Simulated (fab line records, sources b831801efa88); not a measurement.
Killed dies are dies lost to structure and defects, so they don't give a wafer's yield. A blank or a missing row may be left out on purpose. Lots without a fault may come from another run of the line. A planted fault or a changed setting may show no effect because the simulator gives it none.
Problem report in the 8D (eight disciplines) form, filled by code | flow gf180mcu | the parts of the form that need people (team, actions taken, sign-off) are left out

1. THE PROBLEM
beam_energy_keV at GF_DNWELL_IMPLANT_07 reads a mean of 1358.8 on 9 wafers of 3 lots; wafers without a fault read 1499.9 with a standard deviation of 0.44. That is -99 or more standard deviations from the usual mean.
First seen on wafer L226.1, day 4 17:02, on implanter-02. The record holds 21 wafers of 7 lots with a number at this step. Rule for "out", or "out of limits": more than 4 standard deviations from the usual mean. The other wafers with a number count as sound.

2. WHAT IT IS AND WHAT IT IS NOT
question                    | is                     | is not
which readings at this step | beam_energy_keV        | -
which lots                  | L226, L228, L230       | L222, L225, L232, L234
which wafers of those lots  | all that have a number | -
read on which tools         | implanter-02           | implanter-01
when                        | from day 4 17:02       | up to then (6 sound wafers); but 6 sound wafers of L232, L234 came after

3. SUSPECTS, AND WHAT RULES EACH OUT
Counting: a tool at a process step up to the reading stays a suspect if it ran every lot that is out and no sound lot after the first of them.
- implanter-02 at GF_DNWELL_IMPLANT_07: kept. It ran every lot that is out, first L226 (day 4 17:02), and no sound lot after that; its last sound lot up to then is L225 (day 4 13:59). Its own readings are out on those wafers: beam_energy_keV.
Left after counting: implanter-02 at GF_DNWELL_IMPLANT_07.

4. THE CAUSE (what the simulator had put in)
Process parameter drift: implanter-02, from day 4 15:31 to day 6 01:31, at GF_DNWELL_IMPLANT_07. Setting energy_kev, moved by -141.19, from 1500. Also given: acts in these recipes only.
Counting left only this tool.

5. THE CHAIN OF EFFECTS, in route order
Each row: a reading whose mean over the struck wafers that have a number lies more than 3 standard deviations from the usual. Only readings for which the record gives a usual standard deviation are gone through. hours: the time from each lot's start at the first step in this table that gives one to its start at this step, as a median over the lots. sigmas: the change in usual standard deviations.
hours | step                 | reading         | usual  | on struck wafers | change | sigmas
0     | GF_DNWELL_IMPLANT_07 | beam_energy_keV | 1499.9 | 1358.8           | -141.1 | -99 or more
The process steps in it:
- GF_DNWELL_IMPLANT_07

6. WHAT WOULD HAVE CAUGHT IT SOONER
In this record the first reading out of limits was taken at day 4 17:02, 2 hours after the fault began at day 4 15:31.
